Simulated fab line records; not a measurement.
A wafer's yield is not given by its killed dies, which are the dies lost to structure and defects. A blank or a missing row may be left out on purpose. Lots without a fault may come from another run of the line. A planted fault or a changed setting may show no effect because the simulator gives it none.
The tool behind it: which one? -- flow sky130 -- 17 wafers from 6 lots sampled at 5 of the route's 708 steps

WHAT THE GAUGES SHOWED, per wafer
SKY_METAL5_THK_MEAS_06: measures by xrf.
lot,measured,on,METAL5_ALCU_THK (nm)
L161,day 45 00:49,film_metro-03,1174 1162 1158
L163,day 45 04:21,film_metro-03,1161 1151 1160
L164,day 45 16:13,film_metro-02,1162 1157 1161
L171,day 47 09:40,film_metro-03,1157 1149
L177,day 48 20:07,film_metro-03,1172 1171 1177
L179,day 48 23:23,film_metro-03,1149 1140 1131

WHICH TOOL RAN EACH LOT (tool, then ch and the chambers of the sampled wafers, then the start)
lot,SKY_METAL4_SPUTTER_00,SKY_METAL4_SPUTTER_03,SKY_VIA4_COAT_06,SKY_VIA4_STRIP_13
L161,"pvd_sputter-04, day 41 21:58","pvd_sputter-04, day 41 22:03","litho_track-01 ch 0, day 44 12:11","plasma_asher-01 ch 0,1, day 44 23:14"
L163,"pvd_sputter-04, day 42 02:30","pvd_sputter-04, day 42 02:35","litho_track-04 ch 0, day 44 15:26","plasma_asher-04 ch 0,1, day 45 02:44"
L164,"pvd_sputter-04, day 42 15:38","pvd_sputter-04, day 42 15:43","litho_track-03 ch 0, day 45 02:56","plasma_asher-04 ch 0,1, day 45 14:39"
L171,"pvd_sputter-04, day 44 12:35","pvd_sputter-04, day 44 12:41","litho_track-04 ch 0, day 46 20:56","plasma_asher-01 ch 0,1, day 47 08:03"
L177,"pvd_sputter-03, day 46 02:08","pvd_sputter-03, day 46 02:14","litho_track-03 ch 0, day 48 09:16","plasma_asher-04 ch 0,1, day 48 18:32"
L179,"pvd_sputter-01, day 46 06:29","pvd_sputter-01, day 46 06:34","litho_track-03 ch 0, day 48 12:38","plasma_asher-01 ch 0,1, day 48 21:45"
- SKY_METAL4_SPUTTER_00: material Ti, target thk 15 nm, time 10 s.
- SKY_METAL4_SPUTTER_03: material Ti, target thk 5 nm, time 3.3 s.
- SKY_VIA4_COAT_06: resist thk 1140 nm.
- SKY_VIA4_STRIP_13: strips in O2/N2.

THE ANSWER, worked out from the rows above alone
Rule: usual is defined by the lots themselves. The widest of any qualifying gaps counts: lots, ordered by their means at a reading, are off when they make up no more than a third of the lots, leave a main group of 4 or more, and stand apart from it by 3 or more times the standard deviation of that group's means. A main group whose means are all the same, to the digits that the tables above print for the reading, isn't used. A lot without any number at a reading at which 4 lots or more have one is off too. Where the step has rows for the other lots, those lots are counted as sound.
No lot is off at any reading shown: from this, nothing can be told.

WHAT THE SIMULATOR HAD INSERTED
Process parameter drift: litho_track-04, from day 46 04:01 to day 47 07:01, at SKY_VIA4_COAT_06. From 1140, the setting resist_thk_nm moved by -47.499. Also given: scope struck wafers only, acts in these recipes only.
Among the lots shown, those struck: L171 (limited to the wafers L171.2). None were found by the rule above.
